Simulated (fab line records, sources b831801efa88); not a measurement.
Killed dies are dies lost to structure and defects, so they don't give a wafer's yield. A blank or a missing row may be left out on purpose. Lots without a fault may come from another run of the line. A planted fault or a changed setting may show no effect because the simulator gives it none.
Which tool did it? | flow sky130 | 13 lots, 39 wafers sampled, at 2 steps of a route of 708

WHAT THE GAUGES READ, wafer by wafer
SKY_POLY_CUT_OVL_MEAS_09. Usual: POLY_CUT_OVL -4 nm, standard deviation 6.2.
lot  | measured     | on         | POLY_CUT_OVL (nm) | flag
L750 | day 24 14:04 | overlay-01 | -2 -2 -4          |
L751 | day 24 16:37 | overlay-01 | -11 -11 -8        |
L752 | day 25 06:10 | overlay-01 | 0 8 5             |
L755 | day 26 20:50 | overlay-01 | 1 -3 0            |
L756 | day 26 23:43 | overlay-02 | 3 6 3             |
L759 | day 27 23:46 | overlay-02 | 1 -7 -2           |
L760 | day 28 01:53 | overlay-01 | -5 -8 -8          |
L762 | day 28 15:49 | overlay-02 | -5 -9 -11         |
L764 | day 29 13:25 | overlay-01 | 5 -3 -3           |
L767 | day 30 00:51 | overlay-02 | 1 -2 -4           |
L768 | day 30 15:28 | overlay-01 | -6 1 1            |
L772 | day 31 20:43 | overlay-02 | -8 -5 -3          |
L773 | day 32 03:10 | overlay-02 | -2 -2 4           |

WHICH TOOL RAN EACH LOT (tool, then ch and the chambers of the sampled wafers, then the start)
lot  | SKY_LDD_LDN_STRIP_12
L750 | plasma_asher-03 ch 0,1, day 23 06:08
L751 | plasma_asher-04 ch 0,1, day 23 08:50
L752 | plasma_asher-03 ch 1, day 23 22:41
L755 | plasma_asher-02 ch 0,1, day 25 13:25
L756 | plasma_asher-03 ch 0,1, day 25 15:50
L759 | plasma_asher-04 ch 0,1, day 26 17:08
L760 | plasma_asher-04 ch 0,1, day 26 18:43
L762 | plasma_asher-03 ch 0, day 27 09:11
L764 | plasma_asher-04 ch 0,1, day 28 05:26
L767 | plasma_asher-02 ch 0,1, day 28 18:59
L768 | plasma_asher-03 ch 0,1, day 29 09:20
L772 | plasma_asher-04 ch 0,1, day 30 14:52
L773 | plasma_asher-02 ch 0,1, day 30 21:53
- SKY_LDD_LDN_STRIP_12: strips in O2/N2.

WHAT THE TOOLS THEMSELVES READ (means of the sampled wafers that have a number; where no wafer has one, the mark that the record gives instead)
SKY_LDD_LDN_STRIP_12. Usual: drypump_motor_current_A 5.6 A, standard deviation 0.55; oes_product_au 0.716 a.u., standard deviation 0.0047; strip_time_to_endpoint_s 14.19 s, standard deviation 0.037.
lot  | tool            | drypump_motor_current_A (A) | oes_product_au (a.u.) | strip_time_to_endpoint_s (s) | flag
L750 | plasma_asher-03 | 6.0                         | 0.722                 | 14.21                        |
L751 | plasma_asher-04 | 5.2                         | 0.717                 | 14.19                        |
L752 | plasma_asher-03 | 5.9                         | 0.718                 | 14.19                        |
L755 | plasma_asher-02 | 5.1                         | 0.712                 | 14.22                        |
L756 | plasma_asher-03 | 6.0                         | 0.715                 | 14.14                        |
L759 | plasma_asher-04 | 5.2                         | 0.714                 | 14.18                        |
L760 | plasma_asher-04 | 5.2                         | 0.716                 | 14.20                        |
L762 | plasma_asher-03 | 6.1                         | 0.714                 | 14.19                        |
L764 | plasma_asher-04 | 5.7                         | 0.718                 | 14.19                        |
L767 | plasma_asher-02 | 5.1                         | 0.713                 | 14.16                        |
L768 | plasma_asher-03 | 6.0                         | 0.716                 | 14.21                        |
L772 | plasma_asher-04 | 5.7                         | 0.717                 | 14.18                        |
L773 | plasma_asher-02 | 5.2                         | 0.717                 | 14.16                        |

THE ANSWER, worked out from the rows above alone
Rule: a lot is off if the mean of its wafers that have a number lies more than 3 standard deviations from the usual mean. A lot without any number at a reading at which 4 lots or more have one is off too. The other lots that the step has rows for count as sound. The gauges are gone through in route order, then the tools' own readings, and for those a lot's mean is taken as printed above. The first step at which some lot is off is used, and at that step the reading that is off furthest; a lot without a number counts as furthest.
No lot is off at any reading shown: from this, nothing can be told.

WHAT THE SIMULATOR HAD PUT IN
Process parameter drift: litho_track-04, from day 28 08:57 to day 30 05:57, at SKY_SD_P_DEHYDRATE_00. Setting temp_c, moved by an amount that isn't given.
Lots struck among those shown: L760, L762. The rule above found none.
